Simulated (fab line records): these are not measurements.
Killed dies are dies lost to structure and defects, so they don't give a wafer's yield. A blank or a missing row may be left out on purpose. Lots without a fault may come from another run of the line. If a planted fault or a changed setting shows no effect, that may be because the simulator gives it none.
Which of the tools did it? + flow gf180mcu + 13 lots, 39 wafers sampled, at 3 steps of a route of 602

== WHAT EACH GAUGE READ, for each wafer ==
GF_TOP_METAL_THK_MEAS_06: measures by xrf.
| lot  | measured     | on            | TOP_METAL_ALCU_THK (nm) |
|------|--------------|---------------|-------------------------|
| L181 | day 27 18:59 | film-metro-02 | 918 912 914             |
| L182 | day 28 09:25 | film-metro-01 | 888 886 891             |
| L184 | day 28 20:59 | film-metro-01 | 902 887 901             |
| L185 | day 29 00:05 | film-metro-02 | 903 895 897             |
| L186 | day 29 07:52 | film-metro-01 | 895 901 892             |
| L187 | day 29 18:52 | film-metro-03 | 909 906 908             |
| L188 | day 29 22:02 | film-metro-03 | 920 918 919             |
| L189 | day 30 06:43 | film-metro-03 | 901 900 906             |
| L190 | day 30 16:32 | film-metro-01 | 897 895 888             |
| L192 | day 30 23:41 | film-metro-03 | 903 900 901             |
| L193 | day 31 02:38 | film-metro-02 | 910 905 916             |
| L194 | day 31 14:13 | film-metro-02 | 897 893 896             |
| L195 | day 31 20:38 | film-metro-03 | 904 897 903             |

== WHAT TOOL EACH LOT RAN ON (gives the tool, then ch and the chambers of the sampled wafers, and finally the start) ==
| lot  | GF_POLY_GATE_STRIP_14                | GF_TOP_METAL_SPUTTER_03      |
|------|--------------------------------------|------------------------------|
| L181 | plasma-asher-04 ch 0,1, day 9 12:08  | pvd-sputter-04, day 27 18:49 |
| L182 | plasma-asher-03 ch 0,1, day 9 19:56  | pvd-sputter-01, day 28 09:15 |
| L184 | plasma-asher-04 ch 0,1, day 10 09:13 | pvd-sputter-04, day 28 20:49 |
| L185 | plasma-asher-03 ch 0,1, day 10 13:44 | pvd-sputter-04, day 28 23:55 |
| L186 | plasma-asher-04 ch 0,1, day 10 21:16 | pvd-sputter-02, day 29 07:42 |
| L187 | plasma-asher-04 ch 0,1, day 11 07:19 | pvd-sputter-02, day 29 18:40 |
| L188 | plasma-asher-03 ch 0,1, day 11 12:40 | pvd-sputter-02, day 29 21:52 |
| L189 | plasma-asher-03 ch 0,1, day 11 20:05 | pvd-sputter-01, day 30 06:34 |
| L190 | plasma-asher-03 ch 0,1, day 12 06:26 | pvd-sputter-01, day 30 16:22 |
| L192 | plasma-asher-04 ch 0,1, day 12 15:50 | pvd-sputter-01, day 30 23:31 |
| L193 | plasma-asher-04 ch 0,1, day 12 20:38 | pvd-sputter-01, day 31 02:28 |
| L194 | plasma-asher-04 ch 0,1, day 13 08:11 | pvd-sputter-04, day 31 14:02 |
| L195 | plasma-asher-04 ch 0,1, day 13 13:41 | pvd-sputter-02, day 31 20:28 |
- GF_POLY_GATE_STRIP_14: strips in O2/N2.
- GF_TOP_METAL_SPUTTER_03: material Ti, target thk 5 nm, time 3.3 s.

== AS READ BY THE TOOLS THEMSELVES (means over the sampled wafers that have a number; for cases with no such wafer, the mark the record gives instead) ==
GF_POLY_GATE_STRIP_14.
| lot  | tool            | drypump-motor-current-A (A) | heater-power-w (W) | oes-product-au (a.u.) |
|------|-----------------|-----------------------------|--------------------|-----------------------|
| L181 | plasma-asher-04 | 5.9                         | 340                | 0.504                 |
| L182 | plasma-asher-03 | 5.4                         | 308                | 0.500                 |
| L184 | plasma-asher-04 | 5.8                         | 369                | 0.507                 |
| L185 | plasma-asher-03 | 5.2                         | 324                | 0.508                 |
| L186 | plasma-asher-04 | 5.9                         | 337                | 0.501                 |
| L187 | plasma-asher-04 | 6.0                         | 344                | 0.507                 |
| L188 | plasma-asher-03 | 5.4                         | 317                | 0.501                 |
| L189 | plasma-asher-03 | 5.2                         | 323                | 0.499                 |
| L190 | plasma-asher-03 | 5.4                         | 319                | 0.511                 |
| L192 | plasma-asher-04 | 5.9                         | 342                | 0.503                 |
| L193 | plasma-asher-04 | 5.8                         | 371                | 0.506                 |
| L194 | plasma-asher-04 | 5.9                         | 344                | 0.505                 |
| L195 | plasma-asher-04 | 5.9                         | 338                | 0.502                 |

GF_TOP_METAL_SPUTTER_03.
| lot  | tool           | throttle-valve-pct (%) |
|------|----------------|------------------------|
| L181 | pvd-sputter-04 | 30.1                   |
| L182 | pvd-sputter-01 | 29.9                   |
| L184 | pvd-sputter-04 | 29.9                   |
| L185 | pvd-sputter-04 | 29.3                   |
| L186 | pvd-sputter-02 | 29.6                   |
| L187 | pvd-sputter-02 | 29.5                   |
| L188 | pvd-sputter-02 | 29.4                   |
| L189 | pvd-sputter-01 | 30.0                   |
| L190 | pvd-sputter-01 | 30.8                   |
| L192 | pvd-sputter-01 | 28.9                   |
| L193 | pvd-sputter-01 | 29.2                   |
| L194 | pvd-sputter-04 | 29.1                   |
| L195 | pvd-sputter-02 | 29.9                   |

== THE ANSWER, worked out from the rows above alone ==
Rule: what is usual is taken from the lots themselves. Put in order of their means at a reading, lots are off if they are a third of the lots or fewer, leave a main group of 4 or more, and stand apart from it by a gap of 3 or more times the standard deviation of the main group's means; of several such gaps the widest counts. A main group whose means are all the same, to the digits that the tables above print for the reading, isn't used. A lot without any number at a reading at which 4 lots or more have one is off too. The other lots that the step has rows for count as sound. Order of review: gauges by route order, followed by the tools' own readings, for which a lot's mean as printed above is used. The first step at which some lot is off is used, and at that step the reading that is off furthest; a lot without a number counts as furthest.
Across all readings shown, no lot is off: no conclusion can be drawn from this.

== WHAT THE SIMULATOR HAD PUT IN ==
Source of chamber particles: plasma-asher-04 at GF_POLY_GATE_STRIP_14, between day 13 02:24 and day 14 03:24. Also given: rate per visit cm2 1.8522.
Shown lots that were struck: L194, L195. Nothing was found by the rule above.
